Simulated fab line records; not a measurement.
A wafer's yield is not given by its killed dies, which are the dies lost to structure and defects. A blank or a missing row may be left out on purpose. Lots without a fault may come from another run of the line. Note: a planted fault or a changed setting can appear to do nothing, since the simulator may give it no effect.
The tool behind it: which one? :: flow sky130 :: 11 lots with 33 wafers sampled at 4 steps, on a route of 708 steps

## WHAT THE GAUGES READ, wafer by wafer
SKY_CAPM_THK_MEAS_04: measures by xrf.
lot: L862
measured: day 36 03:08
on: film-metro-04
CAPM_TIN_THK (nm): 198.1 199.0 198.3

lot: L864
measured: day 36 22:20
on: film-metro-04
CAPM_TIN_THK (nm): 198.6 199.7 197.8

lot: L865
measured: day 37 15:43
on: film-metro-02
CAPM_TIN_THK (nm): 202.1 201.5 201.0

lot: L869
measured: day 38 15:25
on: film-metro-02
CAPM_TIN_THK (nm): 197.1 198.3 198.9

lot: L870
measured: day 39 01:11
on: film-metro-02
CAPM_TIN_THK (nm): 198.4 193.9 197.6

lot: L871
measured: day 39 11:57
on: film-metro-02
CAPM_TIN_THK (nm): 201.7 202.7 202.4

lot: L873
measured: day 39 23:26
on: film-metro-01
CAPM_TIN_THK (nm): 192.4 195.2 192.8

lot: L881
measured: day 42 11:27
on: film-metro-02
CAPM_TIN_THK (nm): 199.9 199.3 199.5

lot: L882
measured: day 42 23:01
on: film-metro-01
CAPM_TIN_THK (nm): 198.9 197.2 195.6

lot: L884
measured: day 43 04:01
on: film-metro-02
CAPM_TIN_THK (nm): 198.2 198.9 199.1

lot: L883
measured: day 43 12:55
on: film-metro-02
CAPM_TIN_THK (nm): 200.3 199.0 200.9

## TOOL THAT RAN EACH LOT (tool first, then ch and the chambers of the sampled wafers, then the start)
lot: L862
SKY_METAL2_STRIP_20: plasma-asher-03 ch 0,1, day 34 22:00
SKY_VIA2_ETCH_14: rie-diel-03 ch 1,3, day 36 01:13
SKY_VIA2_CMP_24: cmp-01 ch 2,3, day 36 02:22

lot: L864
SKY_METAL2_STRIP_20: plasma-asher-04 ch 0,1, day 35 17:46
SKY_VIA2_ETCH_14: rie-diel-03 ch 1,3, day 36 20:31
SKY_VIA2_CMP_24: cmp-01 ch 1,2, day 36 21:34

lot: L865
SKY_METAL2_STRIP_20: plasma-asher-02 ch 0,1, day 36 10:15
SKY_VIA2_ETCH_14: rie-diel-04 ch 0,1,3, day 37 13:51
SKY_VIA2_CMP_24: cmp-01 ch 0,1,3, day 37 15:00

lot: L869
SKY_METAL2_STRIP_20: plasma-asher-03 ch 0,1, day 37 09:56
SKY_VIA2_ETCH_14: rie-diel-04 ch 0,1,2, day 38 13:19
SKY_VIA2_CMP_24: cmp-01 ch 0,1,2, day 38 14:44

lot: L870
SKY_METAL2_STRIP_20: plasma-asher-04 ch 0,1, day 37 20:10
SKY_VIA2_ETCH_14: rie-diel-02 ch 0,1,2, day 38 23:21
SKY_VIA2_CMP_24: cmp-01 ch 1,2,3, day 39 00:25

lot: L871
SKY_METAL2_STRIP_20: plasma-asher-03 ch 0,1, day 38 07:26
SKY_VIA2_ETCH_14: rie-diel-03 ch 0,3, day 39 09:40
SKY_VIA2_CMP_24: cmp-01 ch 1,2,3, day 39 11:16

lot: L873
SKY_METAL2_STRIP_20: plasma-asher-03 ch 0,1, day 38 18:41
SKY_VIA2_ETCH_14: rie-diel-02 ch 0,1,3, day 39 21:34
SKY_VIA2_CMP_24: cmp-01 ch 1,2, day 39 22:42

lot: L881
SKY_METAL2_STRIP_20: plasma-asher-02 ch 0,1, day 41 08:36
SKY_VIA2_ETCH_14: rie-diel-03 ch 1,2, day 42 09:36
SKY_VIA2_CMP_24: cmp-02 ch 0,1, day 42 10:41

lot: L882
SKY_METAL2_STRIP_20: plasma-asher-04 ch 0,1, day 41 20:06
SKY_VIA2_ETCH_14: rie-diel-04 ch 1,2,3, day 42 21:07
SKY_VIA2_CMP_24: cmp-01 ch 0,1,3, day 42 22:14

lot: L884
SKY_METAL2_STRIP_20: plasma-asher-02 ch 0,1, day 42 01:33
SKY_VIA2_ETCH_14: rie-diel-02 ch 2,3, day 43 02:00
SKY_VIA2_CMP_24: cmp-01 ch 0,2,3, day 43 03:21

lot: L883
SKY_METAL2_STRIP_20: plasma-asher-02 ch 0,1, day 42 11:27
SKY_VIA2_ETCH_14: rie-diel-02 ch 0,1,2, day 43 11:04
SKY_VIA2_CMP_24: cmp-01 ch 0,1, day 43 12:11
- SKY_METAL2_STRIP_20: strips in O2/N2.
- SKY_VIA2_ETCH_14: etches BARC in N2/H2, stops on SiO2, time 45.9 s, target depth 60 nm.
- SKY_VIA2_CMP_24: polishes, stops on SiO2, t overpolish 20 s, target thk 0 nm.

## THE ANSWER, worked out from the rows above alone
Rule: the usual values come from the lots themselves. The widest of any qualifying gaps counts: lots, ordered by their means at a reading, are off when they make up no more than a third of the lots, leave a main group of 4 or more, and stand apart from it by 3 or more times the standard deviation of that group's means. If all means in a main group match to the digits the tables above print for the reading, that group is not used. Also off: a lot with no number at a reading for which 4 or more lots have one. All remaining lots with rows at the step are treated as sound.
None of the lots is off at any reading shown; this tells nothing.

## WHAT THE SIMULATOR HAD INSERTED
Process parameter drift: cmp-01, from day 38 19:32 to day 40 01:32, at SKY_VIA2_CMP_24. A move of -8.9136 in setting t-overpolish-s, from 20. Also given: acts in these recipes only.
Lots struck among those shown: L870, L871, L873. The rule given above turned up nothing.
